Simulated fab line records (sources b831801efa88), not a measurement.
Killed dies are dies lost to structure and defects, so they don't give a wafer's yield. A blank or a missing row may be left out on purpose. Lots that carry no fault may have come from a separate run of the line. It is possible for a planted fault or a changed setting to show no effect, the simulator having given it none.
The tool behind it: which one? / flow sky130 / 39 wafers from 13 lots sampled at 5 of the route's 708 steps

WHAT THE GAUGES READ, wafer by wafer
SKY_FIELD_ISO_THK_MEAS_25. Usual: for FIELD_ISO_CVD_24_THK the level is 598 nm and the standard deviation is 6.3.
lot=L152; measured=day 2 11:55; on=film metro-03; FIELD_ISO_CVD_24_THK (nm)=591 592 590; flag=
lot=L154; measured=day 3 05:08; on=film metro-02; FIELD_ISO_CVD_24_THK (nm)=605 598 605; flag=
lot=L156; measured=day 3 09:05; on=film metro-01; FIELD_ISO_CVD_24_THK (nm)=598 596 595; flag=
lot=L155; measured=day 3 09:06; on=film metro-03; FIELD_ISO_CVD_24_THK (nm)=603 600 601; flag=
lot=L157; measured=day 3 21:59; on=film metro-03; FIELD_ISO_CVD_24_THK (nm)=595 603 600; flag=
lot=L158; measured=day 3 22:02; on=film metro-01; FIELD_ISO_CVD_24_THK (nm)=592 603 602; flag=
lot=L165; measured=day 5 11:00; on=film metro-01; FIELD_ISO_CVD_24_THK (nm)=591 599 584; flag=
lot=L164; measured=day 5 11:01; on=film metro-03; FIELD_ISO_CVD_24_THK (nm)=603 597 601; flag=
lot=L166; measured=day 5 18:57; on=film metro-02; FIELD_ISO_CVD_24_THK (nm)=595 605 601; flag=
lot=L167; measured=day 5 21:32; on=film metro-01; FIELD_ISO_CVD_24_THK (nm)=608 598 605; flag=
lot=L169; measured=day 6 06:27; on=film metro-02; FIELD_ISO_CVD_24_THK (nm)=582 595 593; flag=
lot=L173; measured=day 7 03:41; on=film metro-01; FIELD_ISO_CVD_24_THK (nm)=610 603 605; flag=
lot=L174; measured=day 7 07:27; on=film metro-01; FIELD_ISO_CVD_24_THK (nm)=586 590 593; flag=

SKY_SONOS_TUNNEL_TW_MEAS_12. Usual: for SONOS_TUNNEL_TW the level is 198.5 and the standard deviation is 2.3.
lot=L152; measured=day 11 13:21; on=film metro-04; SONOS_TUNNEL_TW=200.0 200.5 199.7; flag=
lot=L154; measured=day 13 07:28; on=film metro-03; SONOS_TUNNEL_TW=195.6 195.0 195.5; flag=
lot=L156; measured=day 13 13:39; on=film metro-01; SONOS_TUNNEL_TW=196.9 196.6 196.6; flag=
lot=L155; measured=day 13 08:52; on=film metro-04; SONOS_TUNNEL_TW=200.4 198.9 200.6; flag=
lot=L157; measured=day 14 02:49; on=film metro-01; SONOS_TUNNEL_TW=195.5 195.7 195.2; flag=
lot=L158; measured=day 14 00:19; on=film metro-04; SONOS_TUNNEL_TW=200.1 200.0 199.9; flag=
lot=L165; measured=day 16 11:47; on=film metro-01; SONOS_TUNNEL_TW=197.3 195.5 196.4; flag=
lot=L164; measured=day 16 09:44; on=film metro-04; SONOS_TUNNEL_TW=200.5 200.4 201.3; flag=
lot=L166; measured=day 16 18:52; on=film metro-03; SONOS_TUNNEL_TW=196.3 196.5 196.2; flag=
lot=L167; measured=day 17 03:11; on=film metro-03; SONOS_TUNNEL_TW=196.0 196.9 196.5; flag=
lot=L169; measured=day 17 07:57; on=film metro-04; SONOS_TUNNEL_TW=200.4 200.8 201.1; flag=
lot=L173; measured=day 18 18:23; on=film metro-04; SONOS_TUNNEL_TW=200.5 201.0 200.5; flag=
lot=L174; measured=day 19 01:58; on=film metro-01; SONOS_TUNNEL_TW=196.4 194.9 195.3; flag=

SKY_SONOS_ONO_THK_MEAS_03. Usual: for SONOS_ONO_CVD_02_THK the level is 10.52 nm and the standard deviation is 0.12.
lot=L152; measured=day 11 17:22; on=film metro-01; SONOS_ONO_CVD_02_THK (nm)=10.60 10.69 10.53; flag=
lot=L154; measured=day 13 12:17; on=film metro-03; SONOS_ONO_CVD_02_THK (nm)=10.31 10.43 10.50; flag=
lot=L156; measured=day 13 19:52; on=film metro-03; SONOS_ONO_CVD_02_THK (nm)=7.80 7.91 7.85 7.74 7.81 7.85; flag=OFF
lot=L155; measured=day 13 13:52; on=film metro-01; SONOS_ONO_CVD_02_THK (nm)=10.62 10.54 10.60; flag=
lot=L157; measured=day 14 06:15; on=film metro-03; SONOS_ONO_CVD_02_THK (nm)=7.67 7.69 7.83 7.67 7.63 7.78; flag=OFF
lot=L158; measured=day 14 03:38; on=film metro-03; SONOS_ONO_CVD_02_THK (nm)=7.77 7.69 7.80 7.73 7.72 7.71; flag=OFF
lot=L165; measured=day 16 16:29; on=film metro-02; SONOS_ONO_CVD_02_THK (nm)=10.60 10.61 10.63; flag=
lot=L164; measured=day 16 13:40; on=film metro-02; SONOS_ONO_CVD_02_THK (nm)=10.37 10.44 10.42; flag=
lot=L166; measured=day 16 23:16; on=film metro-01; SONOS_ONO_CVD_02_THK (nm)=10.43 10.59 10.40; flag=
lot=L167; measured=day 17 07:54; on=film metro-02; SONOS_ONO_CVD_02_THK (nm)=10.66 10.63 10.53; flag=
lot=L169; measured=day 17 14:52; on=film metro-03; SONOS_ONO_CVD_02_THK (nm)=10.40 10.31 10.41; flag=
lot=L173; measured=day 18 21:28; on=film metro-02; SONOS_ONO_CVD_02_THK (nm)=10.63 10.69 10.65; flag=
lot=L174; measured=day 19 05:09; on=film metro-01; SONOS_ONO_CVD_02_THK (nm)=10.63 10.58 10.58; flag=

SKY_LDD_HVN_OVL_MEAS_07. Usual: for LDD_HVN_OVL the level is 0.0 nm and the standard deviation is 1.5.
lot=L152; measured=day 20 09:38; on=overlay-02; LDD_HVN_OVL (nm)=0.6 0.1 -1.3; flag=
lot=L154; measured=day 22 09:47; on=overlay-02; LDD_HVN_OVL (nm)=-0.3 -0.5 -0.1; flag=
lot=L156; measured=day 23 04:54; on=overlay-02; LDD_HVN_OVL (nm)=2.5 1.9 3.0; flag=
lot=L155; measured=day 22 18:03; on=overlay-02; LDD_HVN_OVL (nm)=0.5 1.7 0.1; flag=
lot=L157; measured=day 23 13:27; on=overlay-01; LDD_HVN_OVL (nm)=-2.4 -3.3 -2.6; flag=
lot=L158; measured=day 23 10:29; on=overlay-01; LDD_HVN_OVL (nm)=0.9 -0.9 1.8; flag=
lot=L165; measured=day 26 03:11; on=overlay-02; LDD_HVN_OVL (nm)=-0.7 0.3 0.4; flag=
lot=L164; measured=day 26 02:53; on=overlay-01; LDD_HVN_OVL (nm)=-2.0 -0.3 -1.7; flag=
lot=L166; measured=day 26 10:44; on=overlay-02; LDD_HVN_OVL (nm)=-0.7 2.4 -0.8; flag=
lot=L167; measured=day 26 16:18; on=overlay-02; LDD_HVN_OVL (nm)=-0.2 -1.1 -2.1; flag=
lot=L169; measured=day 26 20:21; on=overlay-02; LDD_HVN_OVL (nm)=3.0 2.4 1.7; flag=
lot=L173; measured=day 28 04:57; on=overlay-02; LDD_HVN_OVL (nm)=-0.7 -0.3 1.0; flag=
lot=L174; measured=day 28 11:06; on=overlay-02; LDD_HVN_OVL (nm)=1.1 -0.3 -1.2; flag=

WHICH TOOL RAN EACH LOT (tool, then ch and the chambers of the sampled wafers, then the start)
lot=L152; SKY_SONOS_ONO_CVD_02=lpcvd-02 ch 1, day 11 16:18
lot=L154; SKY_SONOS_ONO_CVD_02=lpcvd-02 ch 0, day 13 10:43
lot=L156; SKY_SONOS_ONO_CVD_02=lpcvd-02 ch 1, day 13 18:48
lot=L155; SKY_SONOS_ONO_CVD_02=lpcvd-02 ch 1, day 13 12:17
lot=L157; SKY_SONOS_ONO_CVD_02=lpcvd-02 ch 1, day 14 05:10
lot=L158; SKY_SONOS_ONO_CVD_02=lpcvd-02 ch 1, day 14 02:34
lot=L165; SKY_SONOS_ONO_CVD_02=lpcvd-02 ch 0, day 16 15:26
lot=L164; SKY_SONOS_ONO_CVD_02=lpcvd-02 ch 1, day 16 12:36
lot=L166; SKY_SONOS_ONO_CVD_02=lpcvd-02 ch 0, day 16 22:13
lot=L167; SKY_SONOS_ONO_CVD_02=lpcvd-02 ch 0, day 17 06:50
lot=L169; SKY_SONOS_ONO_CVD_02=lpcvd-02 ch 1, day 17 13:17
lot=L173; SKY_SONOS_ONO_CVD_02=lpcvd-02 ch 1, day 18 20:25
lot=L174; SKY_SONOS_ONO_CVD_02=lpcvd-02 ch 0, day 19 04:05
- SKY_SONOS_ONO_CVD_02: deposits Si3N4 from DCS/NH3, target thk 10.5 nm, time 180 s.

WHAT THE TOOLS THEMSELVES READ (means of the sampled wafers that have a number; where no wafer has one, the mark that the record gives instead)
The record holds no such reading with a usual standard deviation.

THE ANSWER, worked out from the rows above alone
Rule: a lot counts as off when the mean over its wafers that have a number is more than 3 standard deviations away from the usual mean. Also off: a lot with no number at a reading for which 4 or more lots have one. All remaining lots with rows at the step are treated as sound. After the gauges, taken in route order, come the tools' own readings; for these a lot's mean is taken, as printed above. At the first step where some lot is off, the reading lying furthest off is the one used; lots without a number count as furthest.
Off: at SKY_SONOS_ONO_THK_MEAS_03 (SONOS_ONO_CVD_02_THK), L156, L157, L158.
If a tool, at a process step before that reading, ran all the lots that are off and no sound lot after the first of them, it fits. The gauges at SKY_SONOS_ONO_THK_MEAS_03 are tried like those tools. Not one of the candidates tried fits.

WHAT WAS PUT IN BY THE SIMULATOR
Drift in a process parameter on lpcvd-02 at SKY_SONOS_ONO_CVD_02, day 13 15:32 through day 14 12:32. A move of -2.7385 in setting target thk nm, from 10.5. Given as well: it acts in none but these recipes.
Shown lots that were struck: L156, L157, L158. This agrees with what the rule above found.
